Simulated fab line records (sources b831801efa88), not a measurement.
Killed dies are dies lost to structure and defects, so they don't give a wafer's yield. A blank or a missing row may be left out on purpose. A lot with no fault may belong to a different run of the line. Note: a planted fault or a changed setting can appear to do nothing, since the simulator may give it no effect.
fab line records -- flow gf180mcu
record lots=14, wafers=42, last_day=34
route steps=602 shown V1@337
lots that met no fault: from a run of the same line without faults
start_h: the number of hours between the record's first day and the start of the first shown wafer of the lot -- wait_h: hours from the lot's prior step to this one -- " repeats the value in the row above -- L1.1+2: a single row standing in for several wafers -- - either no value or no given start -- * or withheld: withheld -- < > ~ a bound
route shown NAME@n: names a module that has steps shown in the file, with the first one's number in the route -- usual: mean and standard deviation over wafers with no fault -- same: alike in all rows -- chamber/n: place in a boat -- sites: the reading at each site -- _std_site: the standard deviation of these -- _edge_site: outer sites' mean less inner sites' -- radius_mm: how far each site lies from the wafer's centre -- mask NAME#n: copy n -- behind: the most recent tool/chamber to have shaped the wafer -- hold: why the lot went on hold/how many hours it stayed there/how the hold came to an end -- device: names the non-switching transistor (n, p or np) -- end of line: at the end of the route, the tests of the same wafers -- for a step that has no rows: nothing shown but its recipe -- killed: not the wafer's yield, but the dies lost to structure and defects at the first sort -- map: shows each die of a wafer: x if killed, . if not, _ if none is there
set.NAME: the setting that was run; set.NAME@STEP: the one run at that earlier step -- model.NAME: the simulator's own value behind a step, which no gauge read
steps of the route over a sample of lots; a table a step, a row a wafer
services: from which hour (start_h, from the record's first day; less than 0 if before it) a tool's chamber was out of use, for how many hours, and why
## steps
# step GF_V1_CVD_02
# recipe material=SiO2, target_thk_nm=850, precursor=TEOS, temp_c=400, time_s=94.851, rf_w=600
# usual heater_power_w=761/120
lot.wafer,tool,chamber,start_h,wait_h,heater_power_w,since_wet_clean_h
L960.1,pecvd-03,2,387.49,0.1,883,213
L960.4,pecvd-03,0,387.49,0.1,713,-
L960.5,pecvd-03,2,387.49,0.1,744,-
L961.2,pecvd-04,2,411.62,0.0,843,654
L961.3,pecvd-04,1,411.62,0.0,853,654
L961.6,pecvd-04,2,411.62,0.0,930,-
L964.1,pecvd-01,1,431.36,0.1,924,48
L964.3,pecvd-01,2,431.36,0.1,554,48
L964.6,pecvd-01,2,431.36,0.1,606,-
L965.2,pecvd-03,0,434.51,0.0,695,260
L965.4,pecvd-03,0,434.51,0.0,788,-
L965.5,pecvd-03,1,434.51,0.0,665,-
L966.1,pecvd-04,1,453.66,0.1,821,696
L966.3,pecvd-04,0,453.66,0.1,708,696
L966.6,pecvd-04,2,453.66,0.1,900,-
L967.2,pecvd-03,0,454.86,0.0,876,280
L967.3,pecvd-03,2,454.86,0.0,821,280
L967.4,pecvd-03,0,454.86,0.0,707,-
L968.3,pecvd-03,2,465.99,0.0,931,291
L968.4,pecvd-03,1,465.99,0.0,580,-
L968.5,pecvd-03,0,465.99,0.0,835,-
L969.4,pecvd-03,1,469.35,0.1,568,-
L969.5,pecvd-03,0,469.35,0.1,692,-
L969.6,pecvd-03,2,469.35,0.1,723,-
L977.1,pecvd-01,2,537.31,0.1,658,154
L977.4,pecvd-01,2,537.31,0.1,531,-
L977.6,pecvd-01,0,537.31,0.1,814,-
L978.2,pecvd-01,2,546.03,0.0,532,163
L978.3,pecvd-01,0,546.03,0.0,669,163
L978.5,pecvd-01,0,546.03,0.0,730,-
L979.2,pecvd-01,2,551.56,0.0,561,169
L979.5,pecvd-01,2,551.56,0.0,609,-
L979.6,pecvd-01,1,551.56,0.0,766,-
L980.3,pecvd-03,2,566.96,0.0,889,392
L980.4,pecvd-03,1,566.96,0.0,652,-
L980.6,pecvd-03,0,566.96,0.0,721,-
L981.1,pecvd-04,0,569.11,0.1,758,811
L981.3,pecvd-04,1,569.11,0.1,868,811
L981.6,pecvd-04,0,569.11,0.1,592,-
L983.3,pecvd-04,0,587.59,0.0,655,829
L983.4,pecvd-04,1,587.59,0.0,831,-
L983.5,pecvd-04,2,587.59,0.0,801,-
# step GF_V1_THK_MEAS_03
# recipe reads=SiO2_of_V1_CVD_02
# usual V1_CVD_02_THK=852/12
lot.wafer,tool,chamber,start_h,wait_h,V1_CVD_02_THK[nm]
L960.1,film_metro-02,-,387.56,0.0,853
L960.4,film_metro-02,-,387.56,0.0,847
L960.5,film_metro-02,-,387.56,0.0,868
L961.2,film_metro-04,-,411.70,0.0,831
L961.3,film_metro-04,-,411.70,0.0,833
L961.6,film_metro-04,-,411.70,0.0,861
L964.1,film_metro-04,-,431.42,0.0,850
L964.3,film_metro-04,-,431.42,0.0,848
L964.6,film_metro-04,-,431.42,0.0,864
L965.2,film_metro-02,-,434.58,0.0,835
L965.4,film_metro-02,-,434.58,0.0,848
L965.5,film_metro-02,-,434.58,0.0,852
L966.1,film_metro-04,-,453.73,0.0,833
L966.3,film_metro-04,-,453.73,0.0,833
L966.6,film_metro-04,-,453.73,0.0,856
L967.2,film_metro-02,-,454.94,0.0,833
L967.3,film_metro-02,-,454.94,0.0,831
L967.4,film_metro-02,-,454.94,0.0,853
L968.3,film_metro-01,-,466.08,0.1,955
L968.4,film_metro-01,-,466.08,0.1,973
L968.5,film_metro-01,-,466.08,0.1,968
L969.4,film_metro-04,-,469.41,0.0,958
L969.5,film_metro-04,-,469.41,0.0,948
L969.6,film_metro-04,-,469.41,0.0,958
L977.1,film_metro-01,-,537.38,0.0,862
L977.4,film_metro-01,-,537.38,0.0,871
L977.6,film_metro-01,-,537.38,0.0,861
L978.2,film_metro-02,-,546.11,0.0,853
L978.3,film_metro-02,-,546.11,0.0,857
L978.5,film_metro-02,-,546.11,0.0,861
L979.2,film_metro-01,-,551.64,0.0,854
L979.5,film_metro-01,-,551.64,0.0,876
L979.6,film_metro-01,-,551.64,0.0,868
L980.3,film_metro-04,-,567.05,0.1,842
L980.4,film_metro-04,-,567.05,0.1,867
L980.6,film_metro-04,-,567.05,0.1,847
L981.1,film_metro-04,-,569.18,0.0,823
L981.3,film_metro-04,-,569.18,0.0,832
L981.6,film_metro-04,-,569.18,0.0,849
L983.3,film_metro-01,-,587.68,0.1,836
L983.4,film_metro-01,-,587.68,0.1,850
L983.5,film_metro-01,-,587.68,0.1,872
# step GF_V1_CMP_04
# recipe material=SiO2, down_force_psi=4, platen_rpm=60, pad_velocity_m_s=0.94248
# usual head_pressure_psi=4.000/0.0087, motor_current_A=12.6/1, retaining_ring_pressure_frac=1.000/0.0051, time_to_endpoint_s=84/6.2
lot.wafer,tool,chamber,start_h,wait_h,head_pressure_psi,motor_current_A,retaining_ring_pressure_frac,time_to_endpoint_s
L960.4,cmp-01,0,387.62,0.0,4.007,13.2,0.997,74
L960.1,cmp-01,2,387.62,0.0,3.998,14.2,1.005,82
L960.5,cmp-01,0,387.62,0.0,4.012,12.3,0.999,82
L961.2,cmp-01,2,411.80,0.1,4.005,13.4,1.003,79
L961.3,cmp-01,3,411.80,0.1,3.989,12.6,1.006,86
L961.6,cmp-01,2,411.80,0.1,4.027,13.6,1.001,88
L964.3,cmp-02,3,431.53,0.1,4.000,11.0,1.006,81
L964.1,cmp-02,0,431.53,0.1,3.988,12.5,1.003,82
L964.6,cmp-02,3,431.53,0.1,4.011,11.3,0.999,85
L965.2,cmp-01,0,434.68,0.1,4.002,13.0,0.988,77
L965.4,cmp-01,2,434.68,0.1,4.004,14.0,0.998,84
L965.5,cmp-01,3,434.68,0.1,4.004,13.0,1.007,89
L966.1,cmp-02,3,453.84,0.1,3.990,11.1,0.997,73
L966.3,cmp-02,1,453.84,0.1,4.005,13.4,1.004,72
L966.6,cmp-02,2,453.84,0.1,3.973,12.4,0.999,80
L967.2,cmp-01,1,454.99,0.0,4.005,11.5,1.000,78
L967.4,cmp-01,3,454.99,0.0,3.993,12.9,0.989,90
L967.3,cmp-01,0,454.99,0.0,4.011,12.4,1.004,68
L968.3,cmp-01,1,466.22,0.1,4.002,11.6,0.993,124
L968.4,cmp-01,2,466.22,0.1,4.014,14.0,1.002,134
L968.5,cmp-01,3,466.22,0.1,4.004,12.9,0.999,129
L969.4,cmp-01,3,469.44,0.0,4.000,12.5,0.994,135
L969.5,cmp-01,3,469.44,0.0,3.999,12.9,0.991,129
L969.6,cmp-01,0,469.44,0.0,3.999,13.1,0.994,123
L977.4,cmp-01,2,537.49,0.1,3.994,14.2,1.007,91
L977.1,cmp-01,3,537.49,0.1,3.987,12.5,1.005,94
L977.6,cmp-01,3,537.49,0.1,4.009,12.8,1.000,95
L978.3,cmp-02,0,546.16,0.0,4.008,11.6,1.002,85
L978.2,cmp-02,3,546.16,0.0,3.978,11.0,1.008,86
L978.5,cmp-02,0,546.16,0.0,3.998,11.7,1.004,85
L979.2,cmp-01,2,551.74,0.1,3.990,14.2,1.002,88
L979.6,cmp-01,1,551.74,0.1,3.997,11.7,1.004,93
L979.5,cmp-01,2,551.74,0.1,3.988,13.6,0.996,96
L980.3,cmp-02,2,567.14,0.1,3.993,11.6,1.003,76
L980.4,cmp-02,3,567.14,0.1,4.008,10.7,1.002,91
L980.6,cmp-02,1,567.14,0.1,4.006,12.9,1.000,80
L981.1,cmp-01,2,569.24,0.1,3.994,14.1,0.996,74
L981.3,cmp-01,1,569.24,0.1,4.001,11.1,0.997,80
L981.6,cmp-01,2,569.24,0.1,4.009,13.9,0.997,84
L983.4,cmp-01,3,587.77,0.1,4.001,12.8,1.004,86
L983.3,cmp-01,1,587.77,0.1,3.994,12.0,0.991,74
L983.5,cmp-01,2,587.77,0.1,4.018,14.1,0.993,87
## services
tool,chamber,start_h,hours,kind
pecvd-01,-,368.88,14.0,pm
pecvd-01,0,368.88,14.0,vent_cycle
pecvd-01,1,368.88,14.0,vent_cycle
pecvd-01,2,368.88,14.0,vent_cycle
pecvd-01,0,382.88,-,clean
pecvd-01,1,382.88,-,clean
cmp-01,-,391.88,3.1,repair
cmp-01,-,395.02,11.6,pm
cmp-02,-,404.23,4.0,pm
pecvd-04,-,432.22,0.8,repair
cmp-01,-,436.01,2.5,repair
cmp-01,-,437.94,0.7,repair
cmp-02,-,457.89,3.8,repair
cmp-01,-,469.91,5.7,pm
pecvd-04,-,477.57,1.8,repair
pecvd-01,2,514.77,4.8,repair
cmp-02,-,523.37,2.8,repair
cmp-02,-,530.13,3.2,pm
pecvd-01,0,540.49,5.1,repair
pecvd-03,-,543.86,14.6,pm
pecvd-01,-,564.65,2.8,pm
cmp-01,-,572.00,4.0,pm
cmp-01,-,576.00,-,consumable_replace:conditioner
cmp-01,-,576.00,-,consumable_replace:pad
## key
first_sign step=GF_V1_THK_MEAS_03, reading=V1_CVD_02_THK, direction=up, sigmas=8.9, usual=852, struck=960
effect step=GF_V1_CMP_04, reading=time_to_endpoint_s, direction=up, sigmas=7.2, usual=*, struck=*
met_at GF_V1_CVD_02
struck_lots L968,L969
onset_between 454.86 465.99
fault kind=process_parameter_drift, tool=pecvd-03, chamber=-, onset_h=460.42, steps=GF_V1_CVD_02, channel=target_thk_nm, offset=111.54, shape=step, end_h=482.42, acts_in=these_recipes_only, stated=850
